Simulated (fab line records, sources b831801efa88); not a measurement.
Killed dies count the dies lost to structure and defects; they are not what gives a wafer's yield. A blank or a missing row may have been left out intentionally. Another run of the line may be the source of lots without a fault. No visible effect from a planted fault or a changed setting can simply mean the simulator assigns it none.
Commonality check across tools + flow sfqLine + Lots sampled 16, wafers sampled 48

WHAT PROMPTED THE OPENING
4 of 16 lots carry a flag on the reading I1_OVL at SFQ_I1_OVL_MEAS_913. Wafers without a fault read -1 nm, standard deviation 4.5.
Rule: flag the lot when none of its wafers has a number, or when each of its wafers that has one lies beyond 4 standard deviations from that mean. The other lots count as sound.

| lot  | measured     | on         | I1_OVL (nm), wafer by wafer | flag    |
|------|--------------|------------|-----------------------------|---------|
| L399 | day 25 09:56 | overlay-02 | 5 2 -4                      |         |
| L400 | day 31 00:22 | overlay-02 | -2 1 3                      |         |
| L401 | day 31 07:34 | overlay-02 | -1 -4 -3                    |         |
| L402 | day 31 15:58 | overlay-02 | 2 3 -1                      |         |
| L405 | day 32 12:22 | overlay-02 | -5 -2 -4                    |         |
| L407 | day 32 21:58 | overlay-02 | 1 -2 -1                     |         |
| L408 | day 33 02:46 | overlay-01 | -2 -4 -4                    |         |
| L410 | day 34 02:46 | overlay-01 | 3 -6 1                      |         |
| L411 | day 35 02:43 | overlay-02 | 7 4 6                       |         |
| L412 | day 35 11:07 | overlay-01 | -1 2 2                      |         |
| L413 | day 36 13:32 | overlay-01 | 62 64 64                    | FLAGGED |
| L414 | day 37 02:44 | overlay-02 | 67 57 65                    | FLAGGED |
| L415 | day 37 12:20 | overlay-02 | 62 61 62                    | FLAGGED |
| L416 | day 37 13:32 | overlay-02 | 58 56 62                    | FLAGGED |
| L421 | day 39 02:01 | overlay-02 | 4 3 6                       |         |
| L422 | day 39 08:01 | overlay-02 | -4 -13 -9                   |         |
The numbers of the flagged lots are 62 nm on average: +63 nm against the usual, or +14 standard deviations.

TOOL THAT RAN EACH LOT
2 process steps preceding the reading are held in the record, out of 325 steps in the route. Cell contents, in order: the tool; ch with the chambers the sampled wafers went through; the start.
| lot  | flag    | SFQ_TRILAYER_I0_VIA_BARC_OPEN_VIA_ETCH_046 | SFQ_TRILAYER_I1_VIA_LITHO_EXPOSE_050 |
|------|---------|--------------------------------------------|--------------------------------------|
| L399 |         | rieDiel-01 ch 0,1, day 18 00:19            | krfScanner-01 ch 0, day 25 08:38     |
| L400 |         | rieDiel-01 ch 0,1,3, day 18 17:02          | krfScanner-02 ch 0, day 30 23:16     |
| L401 |         | rieDiel-01 ch 1,2, day 19 02:38            | krfScanner-02 ch 0, day 31 06:16     |
| L402 |         | rieDiel-01 ch 0,3, day 19 12:14            | krfScanner-02 ch 0, day 31 14:40     |
| L405 |         | rieDiel-04 ch 1,2,3, day 20 18:37          | krfScanner-02 ch 0, day 32 11:04     |
| L407 |         | rieDiel-02 ch 0,1,3, day 21 09:07          | krfScanner-02 ch 0, day 32 20:28     |
| L408 |         | rieDiel-01 ch 2,3, day 21 13:55            | krfScanner-02 ch 0, day 33 01:28     |
| L410 |         | rieDiel-01 ch 0,1,3, day 22 04:19          | krfScanner-02 ch 0, day 34 01:16     |
| L411 |         | rieDiel-01 ch 1,2,3, day 22 16:07          | krfScanner-01 ch 0, day 35 01:13     |
| L412 |         | rieDiel-04 ch 0,2,3, day 22 23:19          | krfScanner-01 ch 0, day 35 09:37     |
| L413 | FLAGGED | rieDiel-04 ch 0,2,3, day 23 20:55          | krfScanner-01 ch 0, day 36 12:13     |
| L414 | FLAGGED | rieDiel-02 ch 0,1, day 24 18:04            | krfScanner-01 ch 0, day 37 01:37     |
| L415 | FLAGGED | rieDiel-01 ch 1,2,3, day 25 14:28          | krfScanner-01 ch 0, day 37 11:01     |
| L416 | FLAGGED | rieDiel-02 ch 1,3, day 25 17:05            | krfScanner-01 ch 0, day 37 12:13     |
| L421 |         | rieDiel-02 ch 2,3, day 27 05:05            | krfScanner-02 ch 0, day 39 00:42     |
| L422 |         | rieDiel-02 ch 0,3, day 27 09:53            | krfScanner-02 ch 0, day 39 06:54     |
What is done by these steps:
- SFQ_TRILAYER_I0_VIA_BARC_OPEN_VIA_ETCH_046: etches BARC in O2, target depth 125 nm, time 41.7 s.
- SFQ_TRILAYER_I1_VIA_LITHO_EXPOSE_050: exposes mask I1, target cd 500 nm.
- SFQ_I1_OVL_MEAS_913

FLAGGED AGAINST TOTAL, ONE TOOL AT A TIME (gauges that did the reading follow at the end)
| step                                       | tool          | lots run | flagged | share of the flagged lots | sound lots run after its first flagged lot |
|--------------------------------------------|---------------|----------|---------|---------------------------|--------------------------------------------|
| SFQ_TRILAYER_I0_VIA_BARC_OPEN_VIA_ETCH_046 | rieDiel-01    | 8        | 1       | some                      | 0                                          |
| SFQ_TRILAYER_I0_VIA_BARC_OPEN_VIA_ETCH_046 | rieDiel-02    | 5        | 2       | some                      | 2 (L421,L422)                              |
| SFQ_TRILAYER_I0_VIA_BARC_OPEN_VIA_ETCH_046 | rieDiel-04    | 3        | 1       | some                      | 0                                          |
| SFQ_TRILAYER_I1_VIA_LITHO_EXPOSE_050       | krfScanner-01 | 7        | 4       | all                       | 0                                          |
| SFQ_TRILAYER_I1_VIA_LITHO_EXPOSE_050       | krfScanner-02 | 9        | 0       | none                      | -                                          |
| SFQ_I1_OVL_MEAS_913                        | overlay-01    | 4        | 1       | some                      | 0                                          |
| SFQ_I1_OVL_MEAS_913                        | overlay-02    | 12       | 3       | some                      | 2 (L421,L422)                              |

WHAT THE TABLE PERMITS
Rows of the table that ran each flagged lot: 1, that is krfScanner-01 at SFQ_TRILAYER_I1_VIA_LITHO_EXPOSE_050.
- krfScanner-01 at SFQ_TRILAYER_I1_VIA_LITHO_EXPOSE_050: 4 of its 7 lots flagged. Its last sound lot is L412 (day 35 09:37), its first flagged lot L413 (day 36 12:13): a fault that began between those two fits.
Just one tool remains: krfScanner-01 at SFQ_TRILAYER_I1_VIA_LITHO_EXPOSE_050.

WHAT HAD BEEN PUT IN BY THE SIMULATOR
Scanner matching overlay: krfScanner-01, from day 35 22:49 on, at SFQ_TRILAYER_I1_VIA_LITHO_EXPOSE_050. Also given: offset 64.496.
Shown lots that were struck: L413, L414, L415, L416. This agrees with what the rule above found.
